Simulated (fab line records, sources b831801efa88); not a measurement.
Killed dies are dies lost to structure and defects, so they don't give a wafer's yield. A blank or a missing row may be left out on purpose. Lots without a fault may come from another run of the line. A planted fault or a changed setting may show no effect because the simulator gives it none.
Which tool did it? | flow sky130 | 24 lots, 72 wafers sampled, at 4 steps of a route of 708

WHAT THE GAUGES READ, wafer by wafer
SKY_LOCAL_INTERCONNECT_OVL_MEAS_12.
lot  | measured     | on         | LOCAL_INTERCONNECT_OVL (nm)
L075 | day 30 20:19 | overlay-01 | -4 -7 -11
L074 | day 30 22:22 | overlay-01 | 4 5 0
L076 | day 31 05:53 | overlay-01 | 3 2 3
L077 | day 31 07:08 | overlay-01 | 1 -1 2
L078 | day 31 16:28 | overlay-02 | 0 1 5
L079 | day 33 06:29 | overlay-02 | -1 -4 -3
L081 | day 33 08:50 | overlay-01 | 5 13 0
L080 | day 33 11:29 | overlay-02 | 0 1 1
L084 | day 34 16:44 | overlay-01 | 0 -1 11
L083 | day 34 17:55 | overlay-02 | 1 3 1
L082 | day 34 20:19 | overlay-01 | -4 1 0
L086 | day 35 10:05 | overlay-01 | 0 -1 3
L085 | day 35 17:50 | overlay-01 | 2 0 1
L087 | day 35 20:38 | overlay-02 | 2 3 4
L088 | day 36 02:16 | overlay-01 | -7 -9 -9
L090 | day 36 06:36 | overlay-01 | -3 -1 3
L089 | day 36 09:35 | overlay-01 | -2 -2 -6
L092 | day 36 15:24 | overlay-01 | -9 1 -7
L091 | day 36 17:35 | overlay-02 | 9 2 6
L094 | day 37 01:58 | overlay-02 | 5 8 7
L093 | day 37 05:59 | overlay-02 | -2 1 1
L096 | day 37 10:31 | overlay-02 | 0 -6 -1
L095 | day 37 12:14 | overlay-02 | 1 -3 6
L097 | day 37 21:32 | overlay-01 | 0 12 2

SKY_VIA1_CD_MEAS_12: target cd 150 nm.
lot  | measured     | on        | cd_nm (nm)
L075 | day 34 09:49 | cd_sem-01 | 150.4 148.4 149.7
L074 | day 34 10:28 | cd_sem-02 | 149.7 150.9 149.6
L076 | day 34 20:38 | cd_sem-01 | 149.9 149.6 150.7
L077 | day 34 22:31 | cd_sem-02 | 147.6 150.1 148.6
L078 | day 35 05:01 | cd_sem-02 | 152.6 151.3 152.0
L079 | day 36 18:35 | cd_sem-01 | 151.2 150.1 149.2
L081 | day 36 20:47 | cd_sem-01 | 146.7 146.9 145.9
L080 | day 36 23:22 | cd_sem-01 | 148.8 148.8 150.6
L084 | day 38 03:59 | cd_sem-01 | 150.5 149.7 149.8
L083 | day 38 05:52 | cd_sem-01 | 150.1 150.7 151.1
L082 | day 38 08:40 | cd_sem-01 | 147.1 149.5 147.4
L086 | day 38 21:28 | cd_sem-01 | 150.1 150.1 147.9
L085 | day 39 04:26 | cd_sem-01 | 149.3 148.8 148.2
L087 | day 39 07:13 | cd_sem-01 | 150.8 148.9 148.7
L088 | day 39 12:26 | cd_sem-01 | 153.5 153.0 153.3
L090 | day 39 17:25 | cd_sem-01 | 148.7 151.3 149.9
L089 | day 39 20:04 | cd_sem-01 | 153.1 152.9 153.3
L092 | day 40 01:13 | cd_sem-02 | 150.4 150.7 149.3
L091 | day 40 04:51 | cd_sem-01 | 146.9 146.6 148.6
L094 | day 40 11:34 | cd_sem-01 | 148.5 150.7 152.0
L093 | day 40 14:23 | cd_sem-01 | 148.2 150.2 148.6
L096 | day 40 18:17 | cd_sem-02 | 153.1 152.5 152.9
L095 | day 40 21:50 | cd_sem-02 | 149.4 149.7 149.0
L097 | day 41 03:17 | cd_sem-01 | 151.4 151.1 152.5

SKY_CAPM_THK_MEAS_04: measures by xrf.
lot  | measured     | on            | CAPM_TIN_THK (nm)
L075 | day 36 20:09 | film_metro-04 | 198.5 199.5 198.2
L074 | day 36 20:52 | film_metro-02 | 198.6 198.6 196.1
L076 | day 37 07:17 | film_metro-04 | 196.3 197.2 197.6
L077 | day 37 09:19 | film_metro-01 | 197.3 196.6 197.3
L078 | day 37 15:07 | film_metro-02 | 200.1 199.2 197.9
L079 | day 39 04:50 | film_metro-02 | 199.1 198.7 199.5
L081 | day 39 06:11 | film_metro-01 | 194.8 194.1 193.9
L080 | day 39 08:49 | film_metro-02 | 195.7 195.7 197.5
L084 | day 40 12:10 | film_metro-01 | 196.7 196.7 198.3
L083 | day 40 13:28 | film_metro-02 | 198.0 198.8 201.5
L082 | day 40 16:09 | film_metro-01 | 198.2 197.4 196.4
L086 | day 41 03:31 | film_metro-02 | 199.6 202.5 202.9
L085 | day 41 10:26 | film_metro-02 | 200.2 198.0 199.8
L087 | day 41 14:49 | film_metro-02 | 199.2 200.4 200.6
L088 | day 41 17:46 | film_metro-02 | 199.5 198.1 200.6
L090 | day 41 23:45 | film_metro-02 | 194.6 195.7 196.1
L089 | day 42 03:05 | film_metro-04 | 197.3 200.4 199.3
L092 | day 42 05:13 | film_metro-01 | 201.0 199.3 199.4
L091 | day 42 09:56 | film_metro-02 | 200.4 199.7 200.3
L094 | day 42 16:25 | film_metro-02 | 198.0 196.8 198.9
L093 | day 42 19:16 | film_metro-01 | 202.3 200.2 199.2
L096 | day 42 22:37 | film_metro-02 | 200.0 197.2 197.3
L095 | day 43 02:41 | film_metro-02 | 198.3 197.1 198.2
L097 | day 43 07:47 | film_metro-04 | 199.4 196.4 200.3

SKY_VIA3_THK_MEAS_23: measures by xrf.
lot  | measured     | on            | VIA3_W_THK (nm)
L075 | day 40 04:27 | film_metro-03 | 391 390 392
L074 | day 40 05:31 | film_metro-02 | 400 405 399
L076 | day 40 14:24 | film_metro-02 | 401 393 401
L077 | day 40 16:50 | film_metro-02 | 397 394 401
L078 | day 40 22:17 | film_metro-03 | 393 395 398
L079 | day 42 07:52 | film_metro-01 | 394 392 396
L081 | day 42 09:22 | film_metro-02 | 403 404 400
L080 | day 42 12:59 | film_metro-01 | 387 394 390
L084 | day 43 13:53 | film_metro-03 | 398 394 401
L083 | day 43 14:34 | film_metro-01 | 398 401 401
L082 | day 43 17:26 | film_metro-02 | 401 400 400
L086 | day 44 04:06 | film_metro-01 | 395 389 398
L085 | day 44 11:02 | film_metro-03 | 399 392 404
L087 | day 44 16:12 | film_metro-03 | 396 388 399
L088 | day 44 18:25 | film_metro-02 | 399 401 399
L090 | day 45 00:01 | film_metro-02 | 397 395 397
L089 | day 45 02:46 | film_metro-01 | 388 394 387
L092 | day 45 04:22 | film_metro-03 | 394 393 391
L091 | day 45 09:42 | film_metro-03 | 389 386 388
L094 | day 45 13:45 | film_metro-03 | 390 392 392
L093 | day 45 17:38 | film_metro-01 | 393 395 390
L096 | day 45 20:16 | film_metro-02 | 396 403 388
L095 | day 45 23:55 | film_metro-02 | 396 400 391
L097 | day 46 05:07 | film_metro-01 | 387 396 392

WHICH TOOL RAN EACH LOT (tool, then ch and the chambers of the sampled wafers, then the start)
The record holds no process step before these readings.

WHAT THE TOOLS THEMSELVES READ (means of the sampled wafers that have a number; where no wafer has one, the mark that the record gives instead)
The record holds no such reading with a usual standard deviation.

THE ANSWER, worked out from the rows above alone
Rule: what is usual is taken from the lots themselves. Put in order of their means at a reading, lots are off if they are a third of the lots or fewer, leave a main group of 4 or more, and stand apart from it by a gap of 3 or more times the standard deviation of the main group's means; of several such gaps the widest counts. A main group whose means are all the same, to the digits that the tables above print for the reading, isn't used. A lot without any number at a reading at which 4 lots or more have one is off too. The other lots that the step has rows for count as sound. The gauges are gone through in route order, then the tools' own readings, and for those a lot's mean is taken as printed above. The first step at which some lot is off is used, and at that step the reading that is off furthest; a lot without a number counts as furthest.
No lot is off at any reading shown: from this, nothing can be told.

WHAT THE SIMULATOR HAD PUT IN
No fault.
